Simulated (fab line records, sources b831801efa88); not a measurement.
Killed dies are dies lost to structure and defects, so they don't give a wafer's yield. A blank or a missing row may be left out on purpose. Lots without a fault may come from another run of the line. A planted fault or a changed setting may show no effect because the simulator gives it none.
A struck lot beside a sound one | flow sfq_line | 13 steps out of a route of 325
Sound: wafers L595.2, L595.3, L595.6. Struck: wafers L599.3, L599.5, L599.6. The cause comes at the end.
At each step with rows: each side's tool, then ch and its chambers, then its first start. Under that, the readings that differ: sound wafers | struck wafers | difference of the means | sigmas: that difference in standard deviations of wafers without a fault.
alike: readings whose means differ by less than 2 such deviations, and words and numbers that are the same on both sides. not compared: withheld readings, readings that some wafer has no value for, bounds like >300 that may hide the same value, and numbers for which the record gives no deviation and whose values overlap.
The two part at a step that has a row with sigmas, a row that says differs or no value, or rows on one side only. Numbers that don't overlap but have no deviation are shown without sigmas and don't part them. A reading that every wafer of one side lacks parts them only if that side has two wafers or more.

SFQ_I0_OVL_MEAS_908:
  sound on overlay-02, day 17 13:47; struck on overlay-02, day 18 13:11
  alike: I0_OVL
SFQ_TRILAYER_I0_VIA_BARC_OPEN_VIA_ETCH_046: etches BARC in O2, target depth 125 nm, time 41.7 s.
  sound on rie_diel-01 ch 1,2,3, day 17 13:49; struck on rie_diel-01 ch 0,2,3, day 18 13:13
  alike: drypump_motor_current_A, oes_product_au
  not compared: rf_hours_counter_h
SFQ_TRILAYER_I0_VIA_ETCH_VIA_ETCH_034: etches SiO2 in CHF3, stops on Nb, target depth 260 nm.
  sound on rie_diel-01 ch 1,2,3, day 17 13:52; struck on rie_diel-01 ch 0,2,3, day 18 13:16
  alike: drypump_motor_current_A, oes_product_au
SFQ_TRILAYER_I0_VIA_STRIP_STRIP_035: strips in O2.
  sound on rie_metal-04 ch 0,1, day 17 13:59; struck on rie_metal-01 ch 0,1, day 18 13:34
  alike: drypump_motor_current_A, oes_product_au
  not compared: rf_hours_counter_h
then, 2 steps without rows for these wafers: SFQ_TRILAYER_I0_VIA_STRIP_SOLV_CLEAN_036 (cleans in NMP, time 600 s); SFQ_TRILAYER_M1_DEP_PRE_CLEAN_038 (time 22.5 s).
SFQ_TRILAYER_M1_DEP_SPUTTER_037: material Nb, target thk 200 nm, time 133.3 s.
  sound on pvd_sputter-06, day 17 14:47; struck on pvd_sputter-03, day 18 14:11
  alike: throttle_valve_pct
SFQ_M1_RS_MEAS_909: measures by four-point-probe.
  sound on film_metro-02, day 17 14:53; struck on film_metro-02, day 18 14:19
  alike: M1_NB_RS
then, 3 steps without rows for these wafers: SFQ_TRILAYER_M1_LITHO_COAT_044 (resist thk 62 nm); SFQ_TRILAYER_M1_LITHO_COAT_039 (resist thk 600 nm); SFQ_TRILAYER_M1_LITHO_SOFTBAKE_043.
-- the record jumps here: 7 days lie between the struck wafers' starts before and after --
SFQ_TRILAYER_M1_LITHO_EXPOSE_040: exposes mask M1, target cd 500 nm.
  sound on krf_scanner-02 ch 0, day 23 20:55; struck on krf_scanner-02, day 25 04:19
  no value came back on the struck wafers for exposure_dose_mJ_cm2, focus_offset_nm (nm); on the sound wafers exposure_dose_mJ_cm2 reads 14.413 14.400 14.405
  alike: mask
then, 1 step without rows for these wafers: SFQ_TRILAYER_M1_LITHO_PEB_042 (peb time 60 s).

WHERE THEY PART
Only at SFQ_TRILAYER_M1_LITHO_EXPOSE_040, within this record.

WHY: what the simulator had put in
Skipped step whole: krf_scanner-02, from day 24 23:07 on, at SFQ_TRILAYER_M1_LITHO_EXPOSE_040. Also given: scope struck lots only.
